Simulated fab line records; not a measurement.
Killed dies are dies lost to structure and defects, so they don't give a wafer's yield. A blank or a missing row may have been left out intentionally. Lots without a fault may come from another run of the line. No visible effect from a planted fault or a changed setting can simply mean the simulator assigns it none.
fab line records	flow sky130
[record] lots = 5	wafers = 14	last_day = 50
route steps=708 shown LDD_N@252 LDD_P@255 LDD_HVN@267 PAD_OPEN@708
lots with no fault: from the same line, run without faults
start_h: the number of hours between the record's first day and the start of the first shown wafer of the lot	wait_h: hours since the lot's step before	" unchanged from the row above	L1.1+2: a row that stands for several wafers	- either no value or no given start	* or withheld: withheld	< > ~ a bound
route shown NAME@n: names a module that has steps shown in the file, with the first one's number in the route	usual: mean/standard deviation of fault-free wafers	same: alike in all rows	chamber/n: place in a boat	sites: the reading at each site	_std_site: the standard deviation of these	_edge_site: mean of outer sites minus mean of inner sites	radius_mm: for every site, how far away it sits from the centre of the wafer	mask NAME#n: copy n	behind: tool/chamber where the wafer was last shaped	hold: why the lot was held/for how many hours/how that ended	device: the transistor (n, p or np) that didn't switch	end of line: tests run on the same wafers once the route is complete	for a step that has no rows: nothing shown but its recipe	killed: the dies lost at the first sort to structure and to defects; this is not the yield of the wafer	map: per-die view of a wafer (x killed, . not killed, _ where there is no die)
set.NAME: the setting the step ran with; set.NAME@STEP: the setting that earlier step ran with	model.NAME: the simulator's own value behind a step, which no gauge read
lots at some steps of the route; a table a step, a row a wafer
services: when a tool's chamber went out of use (start_h, in hours from the record's first day, below 0 if earlier), for how many hours, and the reason
[[steps]]
[step SKY_LDD_N_IMPLANT_15]
[recipe] species = BF2	energy_kev = 50	dose_cm2 = 5e+12	tilt_deg = 30	rotation_deg = 270
[step SKY_LDD_N_STRIP_16]
[recipe] chemistry = O2/N2	power_w = 1400	pressure_mtorr = 1500	platen_temp_c = withheld	o2_flow_sccm = 3000	n2_flow_sccm = 300	overash_fraction = 0.5
[usual] drypump_motor_current_A = 5.9/0.34	n2_flow_sccm = 299.9/0.95	o2_flow_sccm = 3000/9.3	oes_product_au = 0.407/0.0049	strip_time_to_endpoint_s = 4.320/0.013
lot.wafer	tool	chamber	start_h	wait_h	drypump_motor_current_A	n2_flow_sccm	o2_flow_sccm	oes_product_au	rf_hours_counter_h	strip_time_to_endpoint_s
L735.1	plasma_asher-03	0	470.42	0.1	6.1	300.3	3004	0.407	83	4.312
L735.3	"	0	"	"	6.1	300.3	3008	0.404	-	4.304
L735.6	"	0	"	"	6.1	301.4	2993	0.404	-	4.312
L736.4	plasma_asher-01	1	479.27	0.1	6.2	300.4	3010	0.398	-	4.329
L736.5	"	0	"	"	5.9	301.0	2988	0.406	-	4.313
L746.1	plasma_asher-03	0	555.43	0.1	6.1	301.2	2998	0.407	91	4.321
L746.4	"	0	"	"	6.1	301.0	2987	0.405	-	4.324
L746.5	"	1	"	"	5.3	299.9	2995	0.412	-	4.338
L749.1	plasma_asher-03	0	575.49	0.1	6.1	300.5	2997	0.405	94	4.315
L749.3	"	0	"	"	6.1	300.0	3011	0.414	-	4.318
L749.5	"	0	"	"	6.1	299.7	2989	0.416	-	4.330
L752.2	plasma_asher-01	1	593.22	0.1	6.2	299.1	2999	0.409	15	4.306
L752.3	"	0	"	"	5.9	299.7	3000	0.412	-	4.305
L752.6	"	1	"	"	6.2	300.4	2997	0.405	-	4.334
[step SKY_LDD_N_TW_MEAS_17]
[usual] LDD_N_TW = 2575/15
lot.wafer	tool	chamber	start_h	wait_h	LDD_N_TW
L735.1	film_metro-01	-	470.52	0.1	2594
L735.3	"	-	"	"	2592
L735.6	"	-	"	"	2586
L736.4	film_metro-01	-	479.36	0.1	2585
L736.5	"	-	"	"	2599
L746.1	film_metro-01	-	555.53	0.1	2590
L746.4	"	-	"	"	2579
L746.5	"	-	"	"	2586
L749.1	film_metro-01	-	575.59	0.1	2585
L749.3	"	-	"	"	2575
L749.5	"	-	"	"	2582
L752.2	film_metro-02	-	593.33	0.1	2539
L752.3	"	-	"	"	2552
L752.6	"	-	"	"	2568
[step SKY_LDD_P_DEHYDRATE_00]
[recipe] temp_c = 200	time_s = 60
[step SKY_LDD_P_HMDS_01]
[recipe] prime_time_s = 60	prime_temp_c = 120
[step SKY_LDD_P_COAT_02]
[recipe] resist = NOVOLAK	spin_rpm = 3000	resist_thk_nm = 1140
[step SKY_LDD_P_SOFTBAKE_03]
[recipe] temp_c = 90	time_s = 60	resist = NOVOLAK
[step SKY_LDD_P_EXPOSE_04]
[recipe] mask_id = PSDM	na = 0.6	source_shape = conventional	sigma_outer = 0.6	polarization = unpolarized	target_cd_nm = 380	dose_mj = 138
[step SKY_LDD_P_PEB_05]
[recipe] temp_c = withheld	time_s = *	resist = NOVOLAK
[step SKY_LDD_P_DEVELOP_06]
[recipe] resist = NOVOLAK	developer = TMAH	develop_time_s = 60	dev_temp_c = 23
[step SKY_LDD_P_CD_MEAS_07]
[recipe] target_cd_nm = 380
[usual] cd_nm = 380.6/2.4
lot.wafer	tool	chamber	start_h	wait_h	cd_nm
L735.1	cd_sem-01	-	501.14	0.1	380.3
L735.3	"	-	"	"	379.9
L735.6	"	-	"	"	381.3
L736.4	cd_sem-01	-	509.51	0.1	377.6
L736.5	"	-	"	"	380.5
L746.1	cd_sem-02	-	585.60	0.1	376.3
L746.4	"	-	"	"	377.6
L746.5	"	-	"	"	377.4
L749.1	cd_sem-01	-	604.98	0.1	381.4
L749.3	"	-	"	"	380.8
L749.5	"	-	"	"	380.4
L752.2	cd_sem-02	-	622.40	0.1	381.5
L752.3	"	-	"	"	380.1
L752.6	"	-	"	"	377.2
[step SKY_LDD_P_OVL_MEAS_08]
[usual] LDD_P_OVL = -0.2/1.4
lot.wafer	tool	chamber	start_h	wait_h	LDD_P_OVL[nm]
L735.1	overlay-01	-	501.26	0.1	-0.9
L735.3	"	-	"	"	-0.2
L735.6	"	-	"	"	-4.1
L736.4	overlay-02	-	509.59	0.1	0.9
L736.5	"	-	"	"	-0.8
L746.1	overlay-02	-	585.72	0.1	0.2
L746.4	"	-	"	"	-0.5
L746.5	"	-	"	"	1.5
L749.1	overlay-01	-	605.10	0.1	1.2
L749.3	"	-	"	"	2.7
L749.5	"	-	"	"	0.0
L752.2	overlay-02	-	622.51	0.1	-0.6
L752.3	"	-	"	"	-1.0
L752.6	"	-	"	"	-1.4
[step SKY_LDD_P_IMPLANT_09]
[recipe] species = BF2	energy_kev = 25	dose_cm2 = 1e+13	tilt_deg = withheld
[usual] beam_energy_keV = 24.999/0.0089
lot.wafer	tool	chamber	start_h	wait_h	beam_energy_keV
L735.1	implanter-02	0	501.29	0.0	25.001
L735.3	"	0	"	"	24.993
L735.6	"	0	"	"	24.983
L736.4	implanter-02	0	509.68	0.1	24.988
L736.5	"	0	"	"	24.976
L746.1	implanter-02	0	585.75	0.0	24.991
L746.4	"	0	"	"	24.989
L746.5	"	0	"	"	24.977
L749.1	implanter-01	0	605.14	0.0	25.008
L749.3	"	0	"	"	25.009
L749.5	"	0	"	"	25.013
L752.2	implanter-02	0	622.56	0.0	25.000
L752.3	"	0	"	"	24.999
L752.6	"	0	"	"	24.996
[step SKY_LDD_P_STRIP_10]
[recipe] chemistry = O2/N2	power_w = 1400	pressure_mtorr = 1500	platen_temp_c = withheld	o2_flow_sccm = 3000	n2_flow_sccm = 300	overash_fraction = 0.5
[usual] drypump_motor_current_A = 5.94/0.17	n2_flow_sccm = 299.9/0.81	o2_flow_sccm = 2999/8.3	oes_product_au = 0.716/0.0042	strip_time_to_endpoint_s = 14.20/0.041
lot.wafer	tool	chamber	start_h	wait_h	drypump_motor_current_A	n2_flow_sccm	o2_flow_sccm	oes_product_au	rf_hours_counter_h	strip_time_to_endpoint_s
L735.1	plasma_asher-01	0	501.44	0.1	5.93	299.3	3005	0.719	8	14.14
L735.3	"	1	"	"	6.21	299.6	2983	0.716	-	14.18
L735.6	"	1	"	"	6.21	299.9	2980	0.721	-	14.17
L736.4	plasma_asher-01	1	509.79	0.1	6.22	302.1	3002	0.715	-	14.22
L736.5	"	1	"	"	6.21	301.0	2998	0.714	-	14.19
L746.1	plasma_asher-04	1	585.90	0.1	6.05	299.5	2993	0.707	75	14.18
L746.4	"	0	"	"	5.74	299.6	2991	0.719	-	14.19
L746.5	"	0	"	"	5.75	299.6	3000	0.719	-	14.23
L749.1	plasma_asher-01	1	605.29	0.1	6.24	301.2	3007	0.714	16	14.17
L749.3	"	0	"	"	5.86	299.5	2991	0.717	-	14.18
L749.5	"	0	"	"	5.91	300.4	2986	0.713	-	14.15
L752.2	plasma_asher-02	1	622.69	0.1	5.76	298.3	2991	0.715	48	14.21
L752.3	"	0	"	"	5.84	301.2	2991	0.716	-	14.23
L752.6	"	0	"	"	5.84	301.4	2993	0.710	-	14.24
[step SKY_LDD_P_TW_MEAS_11]
[usual] LDD_P_TW = 634/5.2
lot.wafer	tool	chamber	start_h	wait_h	LDD_P_TW
L735.1	film_metro-02	-	501.54	0.1	630
L735.3	"	-	"	"	630
L735.6	"	-	"	"	633
L736.4	film_metro-02	-	509.88	0.1	620
L736.5	"	-	"	"	617
L746.1	film_metro-04	-	586.00	0.1	629
L746.4	"	-	"	"	633
L746.5	"	-	"	"	633
L749.1	film_metro-02	-	605.39	0.1	628
L749.3	"	-	"	"	630
L749.5	"	-	"	"	631
L752.2	film_metro-04	-	622.80	0.1	636
L752.3	"	-	"	"	638
L752.6	"	-	"	"	637
[step SKY_LDD_HVN_DEHYDRATE_00]
[recipe] temp_c = 200	time_s = 60
[step SKY_PAD_OPEN_PROBE_99]
[usual] killed_at_M0_to_M3 = 43/7.3	killed_at_M4_up = 3.1/1.7	killed_at_contacts = 25/5.3	killed_at_front_end = 15/4.3	killed_at_other = 0.2/0.54	killed_dies = 87/10	killed_open = 48/7.6	killed_short = 38/6.1
[same] gross_dies = 492	killed_at_back_side = 0
lot.wafer	tool	chamber	start_h	wait_h	killed_at_M0_to_M3	killed_at_M4_up	killed_at_contacts	killed_at_front_end	killed_at_other	killed_dies	killed_open	killed_short	model.etest.tip_p.rs_ohm_sq_range	model.etest.pfet_01v8.drive_ua_um_range	model.etest.pfet_01v8.vt_v_range
L735.1	prober-02	-	1122.53	0.1	47	3	26	6	0	82	49	33	116.6	7.479	0.01706
L735.3	prober-02	-	1122.63	0.2	47	2	19	22	0	90	47	40	136.2	7.763	0.01447
L735.6	prober-02	-	1122.78	0.2	50	2	28	19	0	99	51	48	160	5.883	0.0124
L736.4	prober-02	-	1127.56	0.2	44	3	29	14	0	90	57	33	3295	19.46	0.04882
L736.5	prober-02	-	1127.61	0.2	45	5	25	14	0	89	53	36	3452	16.64	0.0403
L746.1	prober-01	-	1176.13	0.1	41	3	16	12	0	72	46	26	208.4	8.397	0.007826
L746.4	prober-01	-	1176.28	0.2	36	5	22	19	1	83	45	37	201.9	9.086	0.01158
L746.5	prober-01	-	1176.33	0.2	38	1	30	9	0	78	35	42	262.8	5.204	0.00774
L749.1	prober-02	-	1187.13	0.1	42	3	20	22	1	88	56	32	181.3	6.906	0.007174
L749.3	prober-02	-	1187.23	0.2	44	7	20	24	0	95	45	49	157.7	7.197	0.01791
L749.5	prober-02	-	1187.33	0.2	38	6	22	14	0	80	51	29	179.3	4.445	0.01767
L752.2	prober-02	-	1195.51	0.1	44	3	26	11	0	84	55	26	120.3	3.707	0.01306
L752.3	prober-02	-	1195.56	0.2	40	5	28	14	1	88	51	36	116	4.993	0.009661
L752.6	prober-02	-	1195.71	0.2	52	0	19	9	0	80	47	33	148.4	4.154	0.01119
// killed by level:class
L735.1 CONTACT:geometric_particle:open=11 VIA3:geometric_particle:open=11 VIA1:geometric_particle:open=9 VIA2:geometric_particle:open=7 CONTACT:geometric_particle:short=5 METAL1:geometric_particle:short=5 LI_CONTACT:geometric_particle:open=4 LOCAL_INTERCONNECT:geometric_particle:short=4
L735.3 VIA1:geometric_particle:open=10 METAL1:geometric_particle:short=8 CONTACT:geometric_particle:open=7 FIELD_ISO:geometric_particle:short=6 FIELD_ISO:geometric_particle:open=6 VIA2:geometric_particle:open=6 LI_CONTACT:geometric_particle:short=5 VIA3:geometric_particle:open=4
L735.6 VIA1:geometric_particle:open=14 LI_CONTACT:geometric_particle:open=8 CONTACT:geometric_particle:open=8 VIA3:geometric_particle:open=7 VIA1:geometric_particle:short=6 FIELD_ISO:geometric_particle:short=5 METAL1:geometric_particle:short=5 CONTACT:geometric_particle:short=5
L736.4 CONTACT:geometric_particle:open=15 VIA1:geometric_particle:open=11 VIA2:geometric_particle:open=8 POLY_GATE:geometric_particle:open=6 LOCAL_INTERCONNECT:geometric_particle:short=6 VIA3:geometric_particle:open=6 METAL2:geometric_particle:short=5 LI_CONTACT:geometric_particle:open=3
L736.5 VIA1:geometric_particle:open=9 VIA2:geometric_particle:open=9 CONTACT:geometric_particle:open=7 LOCAL_INTERCONNECT:geometric_particle:short=6 VIA1:geometric_particle:short=6 POLY_GATE:geometric_particle:open=5 METAL1:geometric_particle:short=5 VIA3:geometric_particle:open=5
L746.1 VIA1:geometric_particle:open=9 VIA3:geometric_particle:open=8 VIA2:geometric_particle:open=7 LI_CONTACT:geometric_particle:open=6 CONTACT:geometric_particle:open=5 POLY_GATE:geometric_particle:open=4 METAL1:geometric_particle:short=4 METAL2:geometric_particle:short=4
L746.4 CONTACT:geometric_particle:open=11 VIA1:geometric_particle:open=9 FIELD_ISO:geometric_particle:short=6 POLY_GATE:geometric_particle:short=6 VIA3:geometric_particle:open=5 LI_CONTACT:geometric_particle:open=5 METAL2:geometric_particle:short=5 METAL1:geometric_particle:short=4
L746.5 LOCAL_INTERCONNECT:geometric_particle:short=9 CONTACT:geometric_particle:open=8 METAL1:geometric_particle:short=8 VIA2:geometric_particle:short=7 LI_CONTACT:geometric_particle:open=6 METAL2:geometric_particle:short=6 VIA1:geometric_particle:open=5 VIA2:geometric_particle:open=5
L749.1 VIA1:geometric_particle:open=12 FIELD_ISO:geometric_particle:open=10 CONTACT:geometric_particle:open=8 FIELD_ISO:geometric_particle:short=6 LI_CONTACT:geometric_particle:open=5 VIA1:geometric_particle:short=4 METAL1:geometric_particle:short=4 VIA2:geometric_particle:open=4
L749.3 VIA1:geometric_particle:open=16 FIELD_ISO:geometric_particle:short=9 CONTACT:geometric_particle:open=7 METAL1:geometric_particle:short=6 FIELD_ISO:geometric_particle:open=5 LI_CONTACT:geometric_particle:open=5 VIA1:geometric_particle:short=5 CONTACT:geometric_particle:short=4
L749.5 CONTACT:geometric_particle:open=10 FIELD_ISO:geometric_particle:open=8 VIA1:geometric_particle:open=8 VIA3:geometric_particle:open=7 LI_CONTACT:geometric_particle:open=6 METAL2:geometric_particle:short=6 METAL1:geometric_particle:short=6 VIA2:geometric_particle:open=5
L752.2 VIA1:geometric_particle:open=13 CONTACT:geometric_particle:open=12 VIA3:geometric_particle:open=8 LI_CONTACT:geometric_particle:open=6 VIA2:geometric_particle:open=5 LI_CONTACT:geometric_particle:short=4 VIA1:geometric_particle:short=3 METAL2:geometric_particle:short=3
L752.3 VIA2:geometric_particle:open=13 CONTACT:geometric_particle:open=11 LI_CONTACT:geometric_particle:open=6 LOCAL_INTERCONNECT:geometric_particle:short=5 VIA1:geometric_particle:open=5 POLY_GATE:geometric_particle:open=4 METAL1:geometric_particle:short=4 VIA2:geometric_particle:short=4
L752.6 VIA1:geometric_particle:open=11 VIA3:geometric_particle:open=9 CONTACT:geometric_particle:open=7 METAL1:geometric_particle:short=7 LI_CONTACT:geometric_particle:open=6 VIA1:geometric_particle:short=6 VIA2:geometric_particle:open=5 METAL2:geometric_particle:short=5
[[services]]
tool	chamber	start_h	hours	kind
plasma_asher-04	-	459.55	1.5	repair
implanter-02	-	473.71	5.4	pm
implanter-01	-	487.31	2.1	repair
implanter-01	-	492.28	2.8	repair
plasma_asher-01	-	518.98	3.6	repair
plasma_asher-02	-	527.09	2.8	pm
plasma_asher-04	-	573.28	4.3	repair
plasma_asher-01	-	575.69	16.5	repair
implanter-01	-	581.32	1.9	repair
[[key]]
[first_sign] step = SKY_LDD_P_TW_MEAS_11	reading = LDD_P_TW	direction = down	sigmas = 3.1	usual = 634	struck = 618
effect none on later readings
[model_effect] step = SKY_PAD_OPEN_PROBE_99	value = etest.tip_p.rs_ohm_sq_range	without = 194.1	struck = 3374
met_at SKY_LDD_P_IMPLANT_09
struck_wafers L736.4,L736.5
tester_left_out L736
onset_between 501.29 509.68
[fault] kind = process_parameter_drift	tool = implanter-02	chamber = -	onset_h = 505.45	steps = SKY_LDD_P_IMPLANT_09	channel = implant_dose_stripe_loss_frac	offset = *	shape = step	end_h = 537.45	scope = struck_wafers_only
// tester_left_out: of these lots the tester's yield and bins aren't shown, on N5 and GAA mostly nor the transistor test; their killed dies are dies lost to structure and defects alone, not to doping, threshold or leakage, so they don't give the yield
